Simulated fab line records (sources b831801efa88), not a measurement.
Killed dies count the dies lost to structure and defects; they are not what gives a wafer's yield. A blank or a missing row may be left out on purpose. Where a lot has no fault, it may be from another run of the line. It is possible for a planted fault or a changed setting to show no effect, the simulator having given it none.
Which of the tools did it?	flow sky130	15 lots, 42 wafers sampled, at 5 steps of a route of 708

WHAT EACH GAUGE READ, for each wafer
SKY_SD_N_RS_MEAS_18: measures by four-point-probe. Usual: RES_XHIGH_RS 333.0 ohm/sq, standard deviation 1.1.
lot	measured	on	RES_XHIGH_RS (ohm/sq)	flag
L257	day 28 05:28	filmMetro-04	331.4 330.5 330.4	
L259	day 28 22:45	filmMetro-01	334.6 335.0 334.3	
L260	day 29 00:51	filmMetro-01	331.2 332.6 333.6	
L262	day 29 19:04	filmMetro-01	333.2 333.8 333.7	
L263	day 30 03:34	filmMetro-01	334.3 335.0 334.4	
L264	day 30 15:41	filmMetro-03	333.5 333.0 332.6	
L265	day 30 22:32	filmMetro-04	335.1 334.4 334.5	
L266	day 30 23:25	filmMetro-01	334.0 333.0 334.1	
L267	day 31 11:07	filmMetro-03	333.1 333.4 332.1	
L271	day 32 15:07	filmMetro-01	333.1 333.2	
L272	day 33 06:01	filmMetro-03	331.5 331.7	
L273	day 33 10:54	filmMetro-03	333.0 332.3 332.2	
L274	day 33 13:00	filmMetro-03	333.2 333.4	
L277	day 34 12:51	filmMetro-03	332.8 331.9 331.8	
L278	day 34 17:00	filmMetro-01	333.8 334.6 334.3	

SKY_LI_CONTACT_OVL_MEAS_13. Usual: LI_CONTACT_OVL -5 nm, standard deviation 5.
lot	measured	on	LI_CONTACT_OVL (nm)	flag
L257	day 29 10:49	overlay-02	-3 -1 -9	
L259	day 30 03:13	overlay-01	0 -1 -6	
L260	day 30 05:14	overlay-01	1 9 4	
L262	day 30 23:07	overlay-02	2 0 3	
L263	day 31 08:19	overlay-01	-1 1 -2	
L264	day 31 20:16	overlay-01	-6 -2 -7	
L265	day 32 02:40	overlay-02	-2 -1 2	
L266	day 32 03:28	overlay-01	-4 -11 -8	
L267	day 32 15:13	overlay-01	-3 -2 -8	
L271	day 33 18:05	overlay-01	2 3	
L272	day 34 08:05	overlay-02	-4 -4	
L273	day 34 13:46	overlay-02	-10 -1 -14	
L274	day 34 16:10	overlay-01	-7 -9	
L277	day 35 15:43	overlay-01	-10 -4 -6	
L278	day 35 20:31	overlay-02	-5 -5 -10	

SKY_CONTACT_THK_MEAS_01. Usual: CONTACT_CVD_00_THK 75.0 nm, standard deviation 1.
lot	measured	on	CONTACT_CVD_00_THK (nm)	flag
L257	day 30 17:35	filmMetro-02	73.0 74.7 74.3	
L259	day 31 09:26	filmMetro-04	74.9 74.8 74.8	
L260	day 31 11:07	filmMetro-01	74.7 76.3 75.5	
L262	day 32 05:05	filmMetro-01	74.7 75.9 76.0	
L263	day 32 13:44	filmMetro-04	73.2 75.0 75.3	
L264	day 33 01:41	filmMetro-01	74.3 75.4 76.0	
L265	day 33 07:59	filmMetro-02	74.7 75.5 76.2	
L266	day 33 08:29	filmMetro-01	74.4 75.2 74.3	
L267	day 33 19:13	filmMetro-02	74.7 75.0 75.3	
L271	day 34 22:43	filmMetro-04	75.3 75.3	
L272	day 35 12:41	filmMetro-02	75.7 75.5	
L273	day 35 18:52	filmMetro-04	74.3 73.8 74.9	
L274	day 35 21:23	filmMetro-02	75.1 74.0	
L277	day 36 20:11	filmMetro-01	74.2 74.6 75.1	
L278	day 37 00:40	filmMetro-02	73.8 72.6 73.4	

SKY_CONTACT_THK_MEAS_03. Usual: CONTACT_HDPCVD_THK 568 nm, standard deviation 9.1.
lot	measured	on	CONTACT_HDPCVD_THK (nm)	flag
L257	day 30 17:43	filmMetro-04	572 563 565	
L259	day 31 09:34	filmMetro-01	560 564 552	
L260	day 31 11:15	filmMetro-04	561 562 567	
L262	day 32 05:14	filmMetro-01	566 559 560	
L263	day 32 13:52	filmMetro-02	563 556 569	
L264	day 33 01:49	filmMetro-02	574 568 570	
L265	day 33 08:07	filmMetro-04	549 559 562	
L266	day 33 08:37	filmMetro-01	571 564 572	
L267	day 33 19:20	filmMetro-04	572 570 570	
L271	day 34 22:51	filmMetro-01	342 578	OFF
L272	day 35 12:49	filmMetro-01	581 350	OFF
L273	day 35 19:02	filmMetro-01	550 556 549	
L274	day 35 21:31	filmMetro-04	345 583	OFF
L277	day 36 20:19	filmMetro-04	570 576 569	
L278	day 37 00:48	filmMetro-04	580 566 577	

WHAT TOOL EACH LOT RAN ON (gives the tool, then ch and the chambers of the sampled wafers, and finally the start)
lot	SKY_CONTACT_HDPCVD_02
L257	hdpcvd-02 ch 0,1,2, day 30 17:39
L259	hdpcvd-02 ch 1,2, day 31 09:29
L260	hdpcvd-01 ch 0,1, day 31 11:11
L262	hdpcvd-02 ch 0,2, day 32 05:09
L263	hdpcvd-02 ch 0,1, day 32 13:47
L264	hdpcvd-01 ch 1,2, day 33 01:44
L265	hdpcvd-02 ch 0,2, day 33 08:02
L266	hdpcvd-01 ch 0,1,2, day 33 08:32
L267	hdpcvd-01 ch 0,1,2, day 33 19:16
L271	hdpcvd-01 ch 0,2, day 34 22:47
L272	hdpcvd-01 ch 0,1, day 35 12:44
L273	hdpcvd-02 ch 1,2, day 35 18:56
L274	hdpcvd-01 ch 0,1, day 35 21:26
L277	hdpcvd-02 ch 0,2, day 36 20:14
L278	hdpcvd-02 ch 0,2, day 37 00:44
- SKY_CONTACT_HDPCVD_02: deposits SiO2, target thk 565 nm, time 94.2 s.

AS READ BY THE TOOLS THEMSELVES (means over the sampled wafers that have a number; for cases with no such wafer, the mark the record gives instead)
SKY_CONTACT_HDPCVD_02. Usual: pressureMtorr at 6.002 mTorr, with a standard deviation of 0.012.
lot	tool	pressureMtorr (mTorr)	flag
L257	hdpcvd-02	6.008	
L259	hdpcvd-02	6.005	
L260	hdpcvd-01	6.003	
L262	hdpcvd-02	6.003	
L263	hdpcvd-02	6.000	
L264	hdpcvd-01	5.999	
L265	hdpcvd-02	5.999	
L266	hdpcvd-01	6.002	
L267	hdpcvd-01	6.005	
L271	hdpcvd-01	5.986	
L272	hdpcvd-01	5.996	
L273	hdpcvd-02	6.003	
L274	hdpcvd-01	6.001	
L277	hdpcvd-02	5.996	
L278	hdpcvd-02	5.988	

THE ANSWER, worked out from the rows above alone
Rule: a lot counts as off when the mean over its wafers that have a number is more than 3 standard deviations away from the usual mean. A lot without any number at a reading at which 4 lots or more have one is off too. Any other lot the step has rows for is counted as sound. After the gauges, taken in route order, come the tools' own readings; for these a lot's mean is taken, as printed above. The first step at which some lot is off is used, and at that step the reading that is off furthest; a lot without a number counts as furthest.
Off: at SKY_CONTACT_THK_MEAS_03 (CONTACT_HDPCVD_THK), L271, L272, L274.
A tool fits if, at a process step before that reading, it ran every lot that is off, and no sound lot after the first of them. Those tools and the gauges at SKY_CONTACT_THK_MEAS_03 are tried in the same way. One fits: hdpcvd-01 at SKY_CONTACT_HDPCVD_02. Its last sound lot is L267 (day 33 19:16), its first lot that is off L271 (day 34 22:47): a fault that began between those two fits.

WHAT THE SIMULATOR HAD PUT IN
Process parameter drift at SKY_CONTACT_HDPCVD_02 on hdpcvd-01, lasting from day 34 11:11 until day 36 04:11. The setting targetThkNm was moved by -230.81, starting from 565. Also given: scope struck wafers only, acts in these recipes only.
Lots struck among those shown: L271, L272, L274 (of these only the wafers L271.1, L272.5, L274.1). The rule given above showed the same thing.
